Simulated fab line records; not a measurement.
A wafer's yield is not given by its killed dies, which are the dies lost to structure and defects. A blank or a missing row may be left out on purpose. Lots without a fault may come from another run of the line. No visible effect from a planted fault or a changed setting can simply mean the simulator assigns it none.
Which tool did it? -- flow sky130 -- 33 wafers from 11 lots sampled at 2 of the route's 708 steps

## WHAT THE GAUGES SHOWED, per wafer
SKY_METAL5_RS_MEAS_05: measures by four-point-probe. Usual: METAL5_ALCU_RS gives 0.0272 ohm/sq (standard deviation 0.00035).
lot,measured,on,METAL5_ALCU_RS (ohm/sq),flag
L494,day 43 21:12,film-metro-03,0.0272 0.0271 0.0273,
L495,day 44 01:56,film-metro-01,0.0265 0.0271 0.0268,
L496,day 44 08:38,film-metro-01,0.0276 0.0279 0.0274,
L497,day 44 20:11,film-metro-02,0.0274 0.0275 0.0276,
L498,day 44 23:22,film-metro-02,0.0271 0.0271 0.0272,
L499,day 45 07:54,film-metro-03,0.0271 0.0271 0.0273,
L503,day 46 02:53,film-metro-02,0.0276 0.0277 0.0270,
L507,day 46 21:45,film-metro-01,0.0273 0.0275 0.0274,
L509,day 47 12:26,film-metro-02,0.0278 0.0278 0.0277,
L511,day 48 02:41,film-metro-03,0.0271 0.0272 0.0274,
L513,day 48 12:20,film-metro-03,0.0271 0.0266 0.0272,

## TOOL THAT RAN EACH LOT (tool first, then ch and the chambers of the sampled wafers, then the start)
lot,SKY_METAL5_SPUTTER_04
L494,"pvd-sputter-03, day 43 21:08"
L495,"pvd-sputter-02, day 44 01:53"
L496,"pvd-sputter-01, day 44 08:34"
L497,"pvd-sputter-01, day 44 20:06"
L498,"pvd-sputter-03, day 44 23:19"
L499,"pvd-sputter-03, day 45 07:51"
L503,"pvd-sputter-02, day 46 02:50"
L507,"pvd-sputter-01, day 46 21:41"
L509,"pvd-sputter-01, day 47 12:22"
L511,"pvd-sputter-02, day 48 02:38"
L513,"pvd-sputter-01, day 48 12:16"
- SKY_METAL5_SPUTTER_04: material TiN, target thk 70 nm, time 58.3 s.

## AS READ BY THE TOOLS THEMSELVES (means over the sampled wafers that have a number; for cases with no such wafer, the mark the record gives instead)
SKY_METAL5_SPUTTER_04. Usual: throttle-valve-pct 30.0 %, standard deviation 1.3.
lot,tool,throttle-valve-pct (%),flag
L494,pvd-sputter-03,29.3,
L495,pvd-sputter-02,29.2,
L496,pvd-sputter-01,30.4,
L497,pvd-sputter-01,31.1,
L498,pvd-sputter-03,29.4,
L499,pvd-sputter-03,30.7,
L503,pvd-sputter-02,30.5,
L507,pvd-sputter-01,30.9,
L509,pvd-sputter-01,30.7,
L511,pvd-sputter-02,29.7,
L513,pvd-sputter-01,30.7,

## THE ANSWER, worked out from the rows above alone
Rule: take the mean of a lot's wafers that have a number; if it is more than 3 standard deviations from the usual mean, the lot is off. Also off: a lot with no number at a reading for which 4 or more lots have one. All remaining lots with rows at the step are treated as sound. The gauges are gone through in route order, then the tools' own readings, and for those a lot's mean is taken as printed above. The first step at which some lot is off is used, and at that step the reading that is off furthest; a lot without a number counts as furthest.
None of the lots is off at any reading shown; this tells nothing.

## WHAT THE SIMULATOR HAD INSERTED
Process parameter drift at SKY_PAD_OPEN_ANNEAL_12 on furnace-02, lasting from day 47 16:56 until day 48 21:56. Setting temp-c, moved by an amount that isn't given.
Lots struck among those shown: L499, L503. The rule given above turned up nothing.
